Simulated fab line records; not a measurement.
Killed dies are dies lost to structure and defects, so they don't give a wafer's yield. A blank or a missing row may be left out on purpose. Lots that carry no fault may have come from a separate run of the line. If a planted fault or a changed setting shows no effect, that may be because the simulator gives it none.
Which tool did it? + flow gf180mcu + 6 lots, 18 wafers sampled, at 3 steps of a route of 602

== WHAT THE GAUGES READ, wafer by wafer ==
GF_HV_LDD_TW_MEAS_11.
| lot  | measured     | on            | HV_LDD_TW      |
|------|--------------|---------------|----------------|
| L286 | day 10 21:19 | film-metro-03 | 2397 2415 2402 |
| L293 | day 13 02:12 | film-metro-03 | 2248 2235 2238 |
| L298 | day 14 16:06 | film-metro-04 | 2448 2442 2440 |
| L302 | day 15 18:43 | film-metro-03 | 2414 2412 2420 |
| L304 | day 16 11:13 | film-metro-01 | 2462 2449 2438 |
| L306 | day 17 07:23 | film-metro-04 | 2409 2421 2417 |

== WHAT TOOL EACH LOT RAN ON (gives the tool, then ch and the chambers of the sampled wafers, and finally the start) ==
| lot  | GF_STI_ETCH_14                  | GF_HV_LDD_IMPLANT_09            |
|------|---------------------------------|---------------------------------|
| L286 | rie-si-02 ch 1,2,3, day 2 15:55 | implanter-04 ch 0, day 10 21:04 |
| L293 | rie-si-02 ch 0,1,2, day 4 04:49 | implanter-04 ch 0, day 13 01:55 |
| L298 | rie-si-02 ch 0,1,2, day 5 08:10 | implanter-01 ch 0, day 14 15:51 |
| L302 | rie-si-02 ch 0,1,3, day 6 03:12 | implanter-02 ch 0, day 15 18:28 |
| L304 | rie-si-01 ch 0,2,3, day 6 13:18 | implanter-04 ch 0, day 16 10:58 |
| L306 | rie-si-01 ch 1,2,3, day 6 23:57 | implanter-02 ch 0, day 17 07:08 |
- GF_STI_ETCH_14: etches Si in HBr/Cl2/O2, target depth 360 nm, time 102.9 s.
- GF_HV_LDD_IMPLANT_09

== THE ANSWER, worked out from the rows above alone ==
Rule: what is usual is taken from the lots themselves. Put in order of their means at a reading, lots are off if they are a third of the lots or fewer, leave a main group of 4 or more, and stand apart from it by a gap of 3 or more times the standard deviation of the main group's means; of several such gaps the widest counts. A main group is skipped when, at the precision printed for the reading in the tables above, its means are all equal. A lot without any number at a reading at which 4 lots or more have one is off too. Any other lot the step has rows for is counted as sound.
Off: at GF_HV_LDD_TW_MEAS_11 (HV_LDD_TW), L293. Mean 2426 and standard deviation 18 in the main group.
A tool fits if, at a process step before that reading, it ran every lot that is off, and no sound lot after the first of them. The gauges at GF_HV_LDD_TW_MEAS_11 are tried like those tools. Not one of the candidates tried fits.

== WHAT HAD BEEN PUT IN BY THE SIMULATOR ==
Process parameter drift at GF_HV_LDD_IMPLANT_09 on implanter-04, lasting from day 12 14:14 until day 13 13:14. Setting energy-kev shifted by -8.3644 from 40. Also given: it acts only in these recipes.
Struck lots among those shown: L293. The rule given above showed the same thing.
